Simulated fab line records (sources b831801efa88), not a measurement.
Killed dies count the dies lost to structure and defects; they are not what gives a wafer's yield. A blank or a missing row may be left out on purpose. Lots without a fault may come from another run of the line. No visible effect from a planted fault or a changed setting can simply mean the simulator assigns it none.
The tool behind it: which one? -- flow sky130 -- 18 wafers from 6 lots sampled at 3 of the route's 708 steps

WHAT THE GAUGES SHOWED, per wafer
SKY_NWELL_RS_MEAS_31: uses a four-point probe to measure.
lot,measured,on,PWDE_RS (ohm/sq)
L103,day 5 20:51,film_metro-01,5288 5276 5274
L107,day 7 00:28,film_metro-02,5446 5426 5446
L115,day 8 21:22,film_metro-02,5271 5280 5277
L120,day 10 05:10,film_metro-04,5282 5269 5274
L122,day 10 12:30,film_metro-01,5261 5246 5268
L124,day 11 06:58,film_metro-01,5288 5286 5264

WHICH TOOL RAN EACH LOT (tool, then ch and the chambers of the sampled wafers, then the start)
lot,SKY_PWDE_IMPLANT_08,SKY_NWELL_STRIP_25
L103,"implanter-03 ch 0, day 4 08:55","plasma_asher-04 ch 0,1, day 5 20:17"
L107,"implanter-04 ch 0, day 5 10:00","plasma_asher-04 ch 0,1, day 6 23:54"
L115,"implanter-03 ch 0, day 7 03:21","plasma_asher-03 ch 0,1, day 8 20:46"
L120,"implanter-03 ch 0, day 8 09:40","plasma_asher-03 ch 0,1, day 10 04:36"
L122,"implanter-02 ch 0, day 8 16:21","plasma_asher-01 ch 0, day 10 11:57"
L124,"implanter-02 ch 0, day 9 09:25","plasma_asher-01 ch 0,1, day 11 06:25"
- SKY_PWDE_IMPLANT_08
- SKY_NWELL_STRIP_25: strips in O2/N2.

THE ANSWER, worked out from the rows above alone
Rule: the usual values come from the lots themselves. The widest of any qualifying gaps counts: lots, ordered by their means at a reading, are off when they make up no more than a third of the lots, leave a main group of 4 or more, and stand apart from it by 3 or more times the standard deviation of that group's means. The tables above print the reading to a certain number of digits; a main group whose means all agree to those digits is not used. Also off: a lot with no number at a reading for which 4 or more lots have one. All remaining lots with rows at the step are treated as sound.
Off: L107, seen at SKY_NWELL_RS_MEAS_31 (PWDE_RS). The main group has a mean of 5274 ohm/sq with a standard deviation of 7.8.
A tool fits if, at a process step before that reading, it ran every lot that is off, and no sound lot after the first of them. Gauges at SKY_NWELL_RS_MEAS_31: tried the same way as those tools. This does not decide it: 2 tools fit, namely implanter-04 at SKY_PWDE_IMPLANT_08 and plasma_asher-04 at SKY_NWELL_STRIP_25.

WHAT HAD BEEN PUT IN BY THE SIMULATOR
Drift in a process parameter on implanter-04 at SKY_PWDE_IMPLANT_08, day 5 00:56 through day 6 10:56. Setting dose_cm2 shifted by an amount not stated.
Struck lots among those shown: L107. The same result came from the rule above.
